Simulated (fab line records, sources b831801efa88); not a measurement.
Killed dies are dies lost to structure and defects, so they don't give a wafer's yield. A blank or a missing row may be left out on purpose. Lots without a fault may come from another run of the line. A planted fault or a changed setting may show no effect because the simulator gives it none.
Problem report in the 8D (eight disciplines) form, filled by code | flow sky130 | the parts of the form that need people (team, actions taken, sign-off) are left out

1. THE PROBLEM
POLY_GATE_TW at SKY_RES_PROTECT_TW_MEAS_08 reads a mean of 3733 on 6 wafers of 2 lots; wafers without a fault read 4058 with a standard deviation of 44. That is -7.4 standard deviations from the usual mean.
First seen on wafer L526.1, day 21 17:21, on film_metro-03. The record holds 30 wafers of 10 lots with a number at this step. Rule for "out", or "out of limits": more than 4 standard deviations from the usual mean. The other wafers with a number count as sound.

2. WHAT IT IS AND WHAT IT IS NOT
question                    | is                           | is not
which readings at this step | POLY_GATE_TW                 | -
which lots                  | L526, L528                   | L511, L512, L513, L515, L518, L527, L529, L530
which wafers of those lots  | all that have a number       | -
read on which gauges        | film_metro-03, film_metro-04 | film_metro-01
when                        | from day 21 17:21            | up to then (15 sound wafers); but 9 sound wafers of L527, L529, L530 came after

3. SUSPECTS, AND WHAT RULES EACH OUT
Counting: a tool at a process step up to the reading stays a suspect if it ran every lot that is out and no sound lot after the first of them.
- the gauge at SKY_RES_PROTECT_TW_MEAS_08: ruled out. The wafers that are out were read on 2 gauges (film_metro-03, film_metro-04).
- implanter-01 at SKY_POLY_GATE_IMPLANT_02: kept. It ran every lot that is out, first L526 (day 21 17:06), and no sound lot after that; its last sound lot up to then is L515 (day 17 23:49). Its own readings are out on those wafers: beam_on_s, dose_ions_cm2.
Left after counting: implanter-01 at SKY_POLY_GATE_IMPLANT_02.

4. THE CAUSE (what the simulator had put in)
Process parameter drift: implanter-01, from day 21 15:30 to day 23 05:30, at SKY_POLY_GATE_IMPLANT_02. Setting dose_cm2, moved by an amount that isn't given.
Counting left only this tool.

5. THE CHAIN OF EFFECTS, in route order
Each row: a reading whose mean over the struck wafers that have a number lies more than 3 standard deviations from the usual. Only readings for which the record gives a usual standard deviation are gone through. hours: the time from each lot's start at the first step in this table that gives one to its start at this step, as a median over the lots. sigmas: the change in usual standard deviations.
hours | step                       | reading                   | usual         | on struck wafers | change     | sigmas
0     | SKY_POLY_GATE_IMPLANT_02   | beam_on_s                 | 36.7 s        | 15.1             | -21.6      | -15
0     | SKY_POLY_GATE_IMPLANT_02   | dose_ions_cm2             | 7.702e+15     | 3.074e+15        | -4.628e+15 | -99 or more
0     | SKY_POLY_GATE_IMPLANT_02   | end_station_pressure_torr | 1.05e-05 Torr | 1.32e-05         | +2.67e-06  | +4.3
0     | SKY_RES_PROTECT_STRIP_07   | oes_product_au            | 0.518 a.u.    | 0.572            | +0.054     | +12
0     | SKY_RES_PROTECT_STRIP_07   | strip_time_to_endpoint_s  | 23.29 s       | 19.69            | -3.60      | -88
0     | SKY_RES_PROTECT_TW_MEAS_08 | POLY_GATE_TW              | 4058          | 3733             | -325       | -7.4
The process steps in it:
- SKY_POLY_GATE_IMPLANT_02
- SKY_RES_PROTECT_STRIP_07: strips in O2/N2.

6. WHAT WOULD HAVE CAUGHT IT SOONER
In this record the first reading out of limits at a measuring or inspecting step was taken at day 21 17:21, 2 hours after the fault began at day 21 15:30.
The tool's own readings at SKY_POLY_GATE_IMPLANT_02 were out on every struck wafer that the step has a row for (beam_on_s, dose_ions_cm2): an alarm limit on them would have fired on the first of those.
Of the lots that are out (2), L528 began SKY_POLY_GATE_IMPLANT_02 on implanter-01 after day 21 17:21. A hold on the tool at that time would have spared it.
